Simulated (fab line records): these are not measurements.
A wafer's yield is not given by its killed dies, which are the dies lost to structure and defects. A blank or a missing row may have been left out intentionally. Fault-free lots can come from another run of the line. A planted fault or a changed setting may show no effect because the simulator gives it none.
What tool caused it? / flow gf180mcu / 36 wafers from 12 lots sampled at 4 of the route's 602 steps

WHAT THE GAUGES READ, wafer by wafer
GF_V2_BOW_MEAS_05. Usual: V2_BOW 100 um, standard deviation 9.
lot=L688; measured=day 19 16:01; on=film_metro-04; V2_BOW (um)=94 86 110; flag=
lot=L689; measured=day 20 02:28; on=film_metro-02; V2_BOW (um)=112 114 98; flag=
lot=L690; measured=day 20 02:46; on=film_metro-02; V2_BOW (um)=101 92 96; flag=
lot=L694; measured=day 22 13:11; on=film_metro-04; V2_BOW (um)=102 102 102; flag=
lot=L695; measured=day 22 21:51; on=film_metro-02; V2_BOW (um)=92 85 97; flag=
lot=L696; measured=day 23 01:02; on=film_metro-04; V2_BOW (um)=93 107 112; flag=
lot=L697; measured=day 23 10:52; on=film_metro-02; V2_BOW (um)=96 100 102; flag=
lot=L698; measured=day 23 19:53; on=film_metro-04; V2_BOW (um)=86 80 94; flag=
lot=L701; measured=day 24 21:25; on=film_metro-02; V2_BOW (um)=115 97 110; flag=
lot=L704; measured=day 25 09:50; on=film_metro-04; V2_BOW (um)=100 112 108; flag=
lot=L706; measured=day 25 15:22; on=film_metro-02; V2_BOW (um)=112 97 99; flag=
lot=L708; measured=day 26 12:41; on=film_metro-03; V2_BOW (um)=107 92 99; flag=

GF_V2_CD_MEAS_14: target cd 260 nm. Usual: 260.2 nm for cd_nm, sd 1.1.
lot=L688; measured=day 20 16:17; on=cd_sem-01; cd_nm (nm)=260.9 260.3 259.8; flag=
lot=L689; measured=day 21 02:57; on=cd_sem-01; cd_nm (nm)=260.8 260.8 261.1; flag=
lot=L690; measured=day 21 03:08; on=cd_sem-02; cd_nm (nm)=261.6 262.9 262.7; flag=
lot=L694; measured=day 23 13:02; on=cd_sem-01; cd_nm (nm)=260.6 260.5 261.4; flag=
lot=L695; measured=day 23 21:19; on=cd_sem-01; cd_nm (nm)=258.1 258.5 259.6; flag=
lot=L696; measured=day 24 00:27; on=cd_sem-01; cd_nm (nm)=259.0 259.7 259.1; flag=
lot=L697; measured=day 24 09:44; on=cd_sem-02; cd_nm (nm)=260.4 259.8 259.4; flag=
lot=L698; measured=day 24 17:48; on=cd_sem-02; cd_nm (nm)=259.3 260.4 259.3; flag=
lot=L701; measured=day 25 18:40; on=cd_sem-02; cd_nm (nm)=260.1 260.3 261.7; flag=
lot=L704; measured=day 26 06:38; on=cd_sem-01; cd_nm (nm)=258.3 258.3 259.1; flag=
lot=L706; measured=day 26 12:34; on=cd_sem-02; cd_nm (nm)=253.3 253.9 254.7 253.3 254.0 254.1; flag=OFF
lot=L708; measured=day 27 09:17; on=cd_sem-01; cd_nm (nm)=255.7 255.9 254.7 255.6 255.7 254.6; flag=OFF

EACH LOT AND THE TOOL THAT RAN IT (in order: tool; ch and the chambers of the sampled wafers; start)
lot=L688; GF_M2_SPUTTER_03=pvd_sputter-01, day 18 15:34; GF_V2_EXPOSE_11=krf_scanner-01 ch 0, day 20 04:14
lot=L689; GF_M2_SPUTTER_03=pvd_sputter-02, day 19 01:26; GF_V2_EXPOSE_11=krf_scanner-02 ch 0, day 20 14:50
lot=L690; GF_M2_SPUTTER_03=pvd_sputter-01, day 19 01:44; GF_V2_EXPOSE_11=krf_scanner-01 ch 0, day 20 15:19
lot=L694; GF_M2_SPUTTER_03=pvd_sputter-01, day 21 11:45; GF_V2_EXPOSE_11=krf_scanner-01 ch 0, day 23 01:22
lot=L695; GF_M2_SPUTTER_03=pvd_sputter-02, day 21 20:16; GF_V2_EXPOSE_11=krf_scanner-02 ch 0, day 23 09:59
lot=L696; GF_M2_SPUTTER_03=pvd_sputter-02, day 22 00:01; GF_V2_EXPOSE_11=krf_scanner-01 ch 0, day 23 13:19
lot=L697; GF_M2_SPUTTER_03=pvd_sputter-02, day 22 09:40; GF_V2_EXPOSE_11=krf_scanner-02 ch 0, day 23 23:02
lot=L698; GF_M2_SPUTTER_03=pvd_sputter-02, day 22 18:52; GF_V2_EXPOSE_11=krf_scanner-02 ch 0, day 24 07:16
lot=L701; GF_M2_SPUTTER_03=pvd_sputter-02, day 23 21:50; GF_V2_EXPOSE_11=krf_scanner-02 ch 0, day 25 08:05
lot=L704; GF_M2_SPUTTER_03=pvd_sputter-03, day 24 10:58; GF_V2_EXPOSE_11=krf_scanner-01 ch 0, day 25 20:37
lot=L706; GF_M2_SPUTTER_03=pvd_sputter-01, day 24 16:53; GF_V2_EXPOSE_11=krf_scanner-01 ch 0, day 26 02:25
lot=L708; GF_M2_SPUTTER_03=pvd_sputter-01, day 25 14:25; GF_V2_EXPOSE_11=krf_scanner-01 ch 0, day 26 22:52
- GF_M2_SPUTTER_03: material Ti, target thk 10 nm, time 6.7 s.
- GF_V2_EXPOSE_11: exposes mask Via2, target cd 260 nm.

WHAT THE TOOLS THEMSELVES READ (means of the sampled wafers that have a number; where no wafer has one, the mark that the record gives instead)
GF_M2_SPUTTER_03. Usual: 29.7 % for throttle_valve_pct, sd 1.3.
lot=L688; tool=pvd_sputter-01; throttle_valve_pct (%)=29.7; flag=
lot=L689; tool=pvd_sputter-02; throttle_valve_pct (%)=29.3; flag=
lot=L690; tool=pvd_sputter-01; throttle_valve_pct (%)=30.0; flag=
lot=L694; tool=pvd_sputter-01; throttle_valve_pct (%)=29.6; flag=
lot=L695; tool=pvd_sputter-02; throttle_valve_pct (%)=28.9; flag=
lot=L696; tool=pvd_sputter-02; throttle_valve_pct (%)=29.0; flag=
lot=L697; tool=pvd_sputter-02; throttle_valve_pct (%)=29.8; flag=
lot=L698; tool=pvd_sputter-02; throttle_valve_pct (%)=29.6; flag=
lot=L701; tool=pvd_sputter-02; throttle_valve_pct (%)=29.1; flag=
lot=L704; tool=pvd_sputter-03; throttle_valve_pct (%)=31.1; flag=
lot=L706; tool=pvd_sputter-01; throttle_valve_pct (%)=30.6; flag=
lot=L708; tool=pvd_sputter-01; throttle_valve_pct (%)=29.9; flag=

GF_V2_EXPOSE_11. Usual: 37.99 for exposure_dose_mJ_cm2, sd 0.041.
lot=L688 tool=krf_scanner-01 exposure_dose_mJ_cm2=38.00 flag=
lot=L689 tool=krf_scanner-02 exposure_dose_mJ_cm2=38.07 flag=
lot=L690 tool=krf_scanner-01 exposure_dose_mJ_cm2=38.01 flag=
lot=L694 tool=krf_scanner-01 exposure_dose_mJ_cm2=37.94 flag=
lot=L695 tool=krf_scanner-02 exposure_dose_mJ_cm2=38.04 flag=
lot=L696 tool=krf_scanner-01 exposure_dose_mJ_cm2=37.99 flag=
lot=L697 tool=krf_scanner-02 exposure_dose_mJ_cm2=38.03 flag=
lot=L698 tool=krf_scanner-02 exposure_dose_mJ_cm2=38.01 flag=
lot=L701 tool=krf_scanner-02 exposure_dose_mJ_cm2=37.96 flag=
lot=L704 tool=krf_scanner-01 exposure_dose_mJ_cm2=38.02 flag=
lot=L706 tool=krf_scanner-01 exposure_dose_mJ_cm2=36.74 flag=OFF
lot=L708 tool=krf_scanner-01 exposure_dose_mJ_cm2=37.00 flag=OFF

THE ANSWER, worked out from the rows above alone
Rule: a lot counts as off when the mean over its wafers that have a number is more than 3 standard deviations away from the usual mean. Also off: a lot with no number at a reading for which 4 or more lots have one. The other lots that the step has rows for count as sound. Order of review: gauges by route order, followed by the tools' own readings, for which a lot's mean as printed above is used. The first step at which some lot is off is used, and at that step the reading that is off furthest; a lot without a number counts as furthest.
Off, at GF_V2_CD_MEAS_14 on cd_nm: L706, L708.
A tool fits if, at a process step before that reading, it ran every lot that is off, and no sound lot after the first of them. The gauges at GF_V2_CD_MEAS_14 aren't tried: what is off there is off at GF_V2_EXPOSE_11 too, on other tools, and a gauge's error can't cause that. 2 tools fit, pvd_sputter-01 at GF_M2_SPUTTER_03 and krf_scanner-01 at GF_V2_EXPOSE_11, so this cannot tell which one it is.

WHAT WAS PUT IN BY THE SIMULATOR
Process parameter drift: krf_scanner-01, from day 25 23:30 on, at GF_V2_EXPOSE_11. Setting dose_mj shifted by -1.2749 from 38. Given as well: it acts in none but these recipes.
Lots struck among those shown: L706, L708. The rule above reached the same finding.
